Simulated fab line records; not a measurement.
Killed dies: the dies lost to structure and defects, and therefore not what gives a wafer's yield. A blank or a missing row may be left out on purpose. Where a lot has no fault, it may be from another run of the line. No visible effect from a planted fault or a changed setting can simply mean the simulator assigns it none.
2 desks looking at one fault :: flow sky130 :: numbers are kept per desk, each desk with only its own; the story behind them comes last

## METROLOGY DESK
Lot by lot, what the gauges showed, no matter which tool ran the lot: averages of those sampled wafers that carry a number. Any lot whose mean is over 4 standard deviations away from the usual mean is out of limits and marked OUT; that distance is given in the brackets.
Columns: A = NWELL_RS at SKY_NWELL_RS_MEAS_29, usual 625.2 ohm/sq; B = PWDE_RS at SKY_NWELL_RS_MEAS_31, usual 5278 ohm/sq; C = cd-nm at SKY_VT_ADJUST_HVTP_CD_MEAS_07, usual 378.8 nm; D = VT_ADJUST_HVTP_OVL at SKY_VT_ADJUST_HVTP_OVL_MEAS_08, usual 0.6 nm
lot: L665
first seen here: day 5 14:37
A: 626.5
B: 5271
C: 381.4
D: -0.9

lot: L670
first seen here: day 6 22:04
A: 626.0
B: 5266
C: 375.9
D: 2.1

lot: L674
first seen here: day 7 19:14
A: 623.5
B: 5258
C: 377.7
D: -1.7

lot: L676
first seen here: day 8 06:35
A: 625.3
B: 5277
C: 377.6
D: 0.4

lot: L683
first seen here: day 10 03:31
A: 625.1
B: 5263
C: 382.6
D: 0.4

lot: L685
first seen here: day 10 19:31
A: 623.8
B: 5257
C: 378.4
D: -0.9
This desk found nothing out of limits on any of the 6 lots.

## AT THE TOOL OWNER'S DESK: implanter-02
For each lot that ran on this tool, the mean over its sampled wafers that have a number, from the tool's own readings at SKY_VT_ADJUST_HVTP_IMPLANT_09. Any lot whose mean is over 4 standard deviations away from the usual mean is out of limits and marked OUT; that distance is given in the brackets.
Columns: A = beam-energy-keV at SKY_VT_ADJUST_HVTP_IMPLANT_09, usual 150.00
lot: L670
first seen here: day 7 17:31
A: 150.05

lot: L674
first seen here: day 8 15:55
A: 155.63 (+99 or more) OUT

lot: L676
first seen here: day 9 03:16
A: 155.70 (+99 or more) OUT
Finding of this desk: L674, L676 out of limits; the first was L674 at day 8 15:55, on beam-energy-keV at SKY_VT_ADJUST_HVTP_IMPLANT_09. L670: within limits.

## BROUGHT TOGETHER
The tool owner's desk could have raised an alarm at day 8 15:55, on L674, L676.
The metrology desk saw nothing out of limits.
The metrology desk holds a record of L674, L676, inside its limits.
On implanter-02, each named lot ran SKY_VT_ADJUST_HVTP_IMPLANT_09.

## WHAT HAD BEEN PUT IN BY THE SIMULATOR
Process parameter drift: implanter-02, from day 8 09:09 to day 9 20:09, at SKY_VT_ADJUST_HVTP_IMPLANT_09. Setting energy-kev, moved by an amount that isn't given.
Shown lots that were struck: L674, L676.
Delay in hours, fault start to first out-of-limits reading, by desk: the tool owner's desk at 7.
